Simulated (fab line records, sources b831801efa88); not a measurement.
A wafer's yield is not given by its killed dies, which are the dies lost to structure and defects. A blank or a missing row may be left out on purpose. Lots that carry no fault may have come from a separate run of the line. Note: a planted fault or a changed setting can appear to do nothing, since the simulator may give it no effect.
Lot-split experiment / flow sky130 / 5 lots, 23 wafers read, on a route of 708 steps

== THE SPLIT ==
At SKY_NWELL_COAT_05 (resist thk 3000 nm), the setting resist thk nm was moved away from the recipe's 3000 nm on 9 of the 23 wafers read, by -4.8% to +4.9%. The other wafers ran this setting at the recipe's value.

The reading comes from the split's own step.

== THE READING ==
coat_of_NWELL_COAT_05.thk nm (the simulator's own value, which no gauge read), in nm, at SKY_NWELL_COAT_05 (resist thk 3000 nm). There is no usual value for it anywhere in the file. Average 2994 nm, standard deviation 10 nm, over the 14 wafers here run with the recipe.

wafer=L077.1; tool, chamber at the split=litho track-03, 0; resist thk nm as run, nm=3000; against the recipe=recipe; coat_of_NWELL_COAT_05.thk nm, nm=2996; against lot-mates on the recipe=-
wafer=L077.4; tool, chamber at the split=litho track-03, 0; resist thk nm as run, nm=3000; against the recipe=recipe; coat_of_NWELL_COAT_05.thk nm, nm=2985; against lot-mates on the recipe=-
wafer=L077.5; tool, chamber at the split=litho track-03, 0; resist thk nm as run, nm=3000; against the recipe=recipe; coat_of_NWELL_COAT_05.thk nm, nm=2993; against lot-mates on the recipe=-
wafer=L079.1; tool, chamber at the split=litho track-02, 0; resist thk nm as run, nm=2855; against the recipe=-4.8%; coat_of_NWELL_COAT_05.thk nm, nm=2848; against lot-mates on the recipe=-152
wafer=L079.2; tool, chamber at the split=litho track-02, 0; resist thk nm as run, nm=2855; against the recipe=-4.8%; coat_of_NWELL_COAT_05.thk nm, nm=2848; against lot-mates on the recipe=-152
wafer=L079.4; tool, chamber at the split=litho track-02, 0; resist thk nm as run, nm=3000; against the recipe=recipe; coat_of_NWELL_COAT_05.thk nm, nm=3000; against lot-mates on the recipe=-
wafer=L079.5; tool, chamber at the split=litho track-02, 0; resist thk nm as run, nm=3000; against the recipe=recipe; coat_of_NWELL_COAT_05.thk nm, nm=3001; against lot-mates on the recipe=-
wafer=L079.6; tool, chamber at the split=litho track-02, 0; resist thk nm as run, nm=2855; against the recipe=-4.8%; coat_of_NWELL_COAT_05.thk nm, nm=2858; against lot-mates on the recipe=-142
wafer=L082.1; tool, chamber at the split=litho track-02, 0; resist thk nm as run, nm=3000; against the recipe=recipe; coat_of_NWELL_COAT_05.thk nm, nm=2991; against lot-mates on the recipe=-
wafer=L082.2; tool, chamber at the split=litho track-02, 0; resist thk nm as run, nm=3000; against the recipe=recipe; coat_of_NWELL_COAT_05.thk nm, nm=2994; against lot-mates on the recipe=-
wafer=L082.4; tool, chamber at the split=litho track-02, 0; resist thk nm as run, nm=3000; against the recipe=recipe; coat_of_NWELL_COAT_05.thk nm, nm=3001; against lot-mates on the recipe=-
wafer=L082.5; tool, chamber at the split=litho track-02, 0; resist thk nm as run, nm=3148; against the recipe=+4.9%; coat_of_NWELL_COAT_05.thk nm, nm=3145; against lot-mates on the recipe=+150
wafer=L082.6; tool, chamber at the split=litho track-02, 0; resist thk nm as run, nm=3148; against the recipe=+4.9%; coat_of_NWELL_COAT_05.thk nm, nm=3146; against lot-mates on the recipe=+151
wafer=L083.1; tool, chamber at the split=litho track-03, 0; resist thk nm as run, nm=3000; against the recipe=recipe; coat_of_NWELL_COAT_05.thk nm, nm=3012; against lot-mates on the recipe=-
wafer=L083.2; tool, chamber at the split=litho track-03, 0; resist thk nm as run, nm=2868; against the recipe=-4.4%; coat_of_NWELL_COAT_05.thk nm, nm=2874; against lot-mates on the recipe=-132
wafer=L083.3; tool, chamber at the split=litho track-03, 0; resist thk nm as run, nm=2868; against the recipe=-4.4%; coat_of_NWELL_COAT_05.thk nm, nm=2877; against lot-mates on the recipe=-129
wafer=L083.4; tool, chamber at the split=litho track-03, 0; resist thk nm as run, nm=3000; against the recipe=recipe; coat_of_NWELL_COAT_05.thk nm, nm=3011; against lot-mates on the recipe=-
wafer=L083.6; tool, chamber at the split=litho track-03, 0; resist thk nm as run, nm=3000; against the recipe=recipe; coat_of_NWELL_COAT_05.thk nm, nm=2994; against lot-mates on the recipe=-
wafer=L085.1; tool, chamber at the split=litho track-03, 0; resist thk nm as run, nm=3000; against the recipe=recipe; coat_of_NWELL_COAT_05.thk nm, nm=2973; against lot-mates on the recipe=-
wafer=L085.2; tool, chamber at the split=litho track-03, 0; resist thk nm as run, nm=2912; against the recipe=-2.9%; coat_of_NWELL_COAT_05.thk nm, nm=2896; against lot-mates on the recipe=-84
wafer=L085.4; tool, chamber at the split=litho track-03, 0; resist thk nm as run, nm=3000; against the recipe=recipe; coat_of_NWELL_COAT_05.thk nm, nm=2979; against lot-mates on the recipe=-
wafer=L085.5; tool, chamber at the split=litho track-03, 0; resist thk nm as run, nm=3000; against the recipe=recipe; coat_of_NWELL_COAT_05.thk nm, nm=2989; against lot-mates on the recipe=-
wafer=L085.6; tool, chamber at the split=litho track-03, 0; resist thk nm as run, nm=2912; against the recipe=-2.9%; coat_of_NWELL_COAT_05.thk nm, nm=2901; against lot-mates on the recipe=-79

THE FIT
A straight line over all 23 wafers: coat_of_NWELL_COAT_05.thk nm changes by +29.7 nm for each +1% of resist thk nm; r = +0.99; the points scatter about the line by 10 nm.
The same after taking each lot's own level away (the mean of its wafers on the recipe; 23 wafers): +30.2 nm for each +1%; r = +1.00; scatter 5.7 nm.
Per that fit: largest resist thk nm move, reading shift of 1.5e+02 nm.
From 2980.3 to 3005.7 nm: that is the span of the lots' own levels, equal to 2.4 times the standard deviation above.
So the lot-to-lot level changes the slope little: the two slopes agree.
Check: +150 nm against its lot-mates is what the line predicts for one of the wafers moved furthest among these (+4.9%) when that wafer is left out of the fit. It came out at +150 nm against them.

== OTHER SPLITS ON THESE WAFERS ==
Other splits were also applied to these wafers ahead of the reading. Each is held against what the fit with the lots' levels taken away leaves over:
other split on the same wafers=SKY_FIELD_ISO_EXPOSE_10 dose mj; wafers away from the commonest value=6; r with coat_of_NWELL_COAT_05.thk nm (lot level and that fit taken away)=+0.41
other split on the same wafers=SKY_FIELD_ISO_ETCH_17 icp w; wafers away from the commonest value=9; r with coat_of_NWELL_COAT_05.thk nm (lot level and that fit taken away)=-0.13
other split on the same wafers=SKY_FIELD_ISO_WET_ETCH_30 time s; wafers away from the commonest value=15; r with coat_of_NWELL_COAT_05.thk nm (lot level and that fit taken away)=-0.12
other split on the same wafers=SKY_NWELL_OXIDATION_01 temp c; wafers away from the commonest value=15; r with coat_of_NWELL_COAT_05.thk nm (lot level and that fit taken away)=-0.19

== THE WHOLE CHAIN: every reading that the file lists as answering this split, in the file's order ==
step=SKY_NWELL_COAT_05; what it does=resist thk 3000 nm; reading=coat_of_NWELL_COAT_05.thk nm (the simulator's own value, which no gauge read); change (the file's fit)=+30.1 nm for each +1% of the setting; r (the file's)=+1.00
step=SKY_NWELL_STRIP_14; what it does=strips in O2/N2; reading=strip time to endpoint s; change (the file's fit)=withheld for each +1% of the setting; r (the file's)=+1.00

== FILE'S OWN FIT ==
coat_of_NWELL_COAT_05.thk nm changes by +30.1 nm for each +1% of resist thk nm, r = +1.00.
